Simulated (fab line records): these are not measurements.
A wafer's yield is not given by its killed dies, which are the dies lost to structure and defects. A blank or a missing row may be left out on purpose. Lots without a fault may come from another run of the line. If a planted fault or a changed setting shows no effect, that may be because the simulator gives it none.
What tool caused it? + flow sky130 + 14 lots (40 wafers sampled), 1 step of a 708-step route

## WHAT THE GAUGES SHOWED, per wafer
The record holds no reading of a measuring or inspecting step that can be judged against a usual standard deviation.

## TOOL THAT RAN EACH LOT (tool first, then ch and the chambers of the sampled wafers, then the start)
| lot  | SKY_VIA1_ETCH_14                   |
|------|------------------------------------|
| L442 | rie diel-01 ch 0,3, day 34 07:13   |
| L443 | rie diel-01 ch 1,2,3, day 34 19:37 |
| L444 | rie diel-03 ch 1,2,3, day 35 01:49 |
| L450 | rie diel-04 ch 0,1, day 37 02:46   |
| L451 | rie diel-03 ch 0,1, day 37 04:22   |
| L452 | rie diel-03 ch 0,1, day 37 15:43   |
| L455 | rie diel-04 ch 2,3, day 38 13:35   |
| L456 | rie diel-01 ch 1,2, day 39 04:43   |
| L458 | rie diel-01 ch 0,1,2, day 39 15:17 |
| L459 | rie diel-01 ch 1,3, day 39 20:49   |
| L460 | rie diel-01 ch 0,3, day 39 22:20   |
| L461 | rie diel-01 ch 0,1,3, day 40 03:32 |
| L462 | rie diel-03 ch 0,1,3, day 40 11:44 |
| L464 | rie diel-04 ch 1,3, day 41 00:31   |
- SKY_VIA1_ETCH_14: etches BARC in N2/H2, stops on SiO2, time 45.9 s, target depth 60 nm.

## WHAT THE TOOLS THEMSELVES READ (means of the sampled wafers that have a number; where no wafer has one, the mark that the record gives instead)
SKY_VIA1_ETCH_14.
| lot  | tool        | drypump motor current A (A) | oes product au (a.u.) | run length s (s) | throttle valve pct (%) |
|------|-------------|-----------------------------|-----------------------|------------------|------------------------|
| L442 | rie diel-01 | 5.8                         | 0.858                 | 74.2             | 13.221                 |
| L443 | rie diel-01 | 6.1                         | 0.854                 | 74.4             | 13.223                 |
| L444 | rie diel-03 | 5.7                         | 0.855                 | 74.2             | 13.231                 |
| L450 | rie diel-04 | 5.6                         | 0.858                 | 74.3             | 13.237                 |
| L451 | rie diel-03 | 4.9                         | 0.916                 | 71.2             | 13.226                 |
| L452 | rie diel-03 | 4.9                         | 0.907                 | 71.0             | 13.229                 |
| L455 | rie diel-04 | 5.7                         | 0.852                 | 73.9             | 13.226                 |
| L456 | rie diel-01 | 6.0                         | 0.856                 | 74.8             | 13.229                 |
| L458 | rie diel-01 | 5.7                         | 0.852                 | 74.6             | 13.226                 |
| L459 | rie diel-01 | 6.1                         | 0.854                 | 73.9             | 13.233                 |
| L460 | rie diel-01 | 5.4                         | 0.860                 | 74.3             | 13.235                 |
| L461 | rie diel-01 | 5.7                         | 0.864                 | 74.1             | 13.222                 |
| L462 | rie diel-03 | 5.4                         | 0.856                 | 74.2             | 13.233                 |
| L464 | rie diel-04 | 5.6                         | 0.852                 | 74.2             | 13.227                 |

## THE ANSWER, worked out from the rows above alone
Rule: what is usual is taken from the lots themselves. The widest of any qualifying gaps counts: lots, ordered by their means at a reading, are off when they make up no more than a third of the lots, leave a main group of 4 or more, and stand apart from it by 3 or more times the standard deviation of that group's means. A main group whose means are all the same, to the digits that the tables above print for the reading, isn't used. Also off: a lot with no number at a reading for which 4 or more lots have one. The other lots that the step has rows for count as sound. Order of review: gauges by route order, followed by the tools' own readings, for which a lot's mean as printed above is used. The first step at which some lot is off is used, and at that step the reading that is off furthest; a lot without a number counts as furthest.
Off at SKY_VIA1_ETCH_14 (oes product au): L451, L452. For the main group the mean is 0.856 a.u. and the standard deviation 0.0035.
If a tool, at that step or one of the process steps before it, ran each lot that is off and ran no sound lot following the first of them, it fits. No candidate that was tried fits.

## WHAT HAD BEEN PUT IN BY THE SIMULATOR
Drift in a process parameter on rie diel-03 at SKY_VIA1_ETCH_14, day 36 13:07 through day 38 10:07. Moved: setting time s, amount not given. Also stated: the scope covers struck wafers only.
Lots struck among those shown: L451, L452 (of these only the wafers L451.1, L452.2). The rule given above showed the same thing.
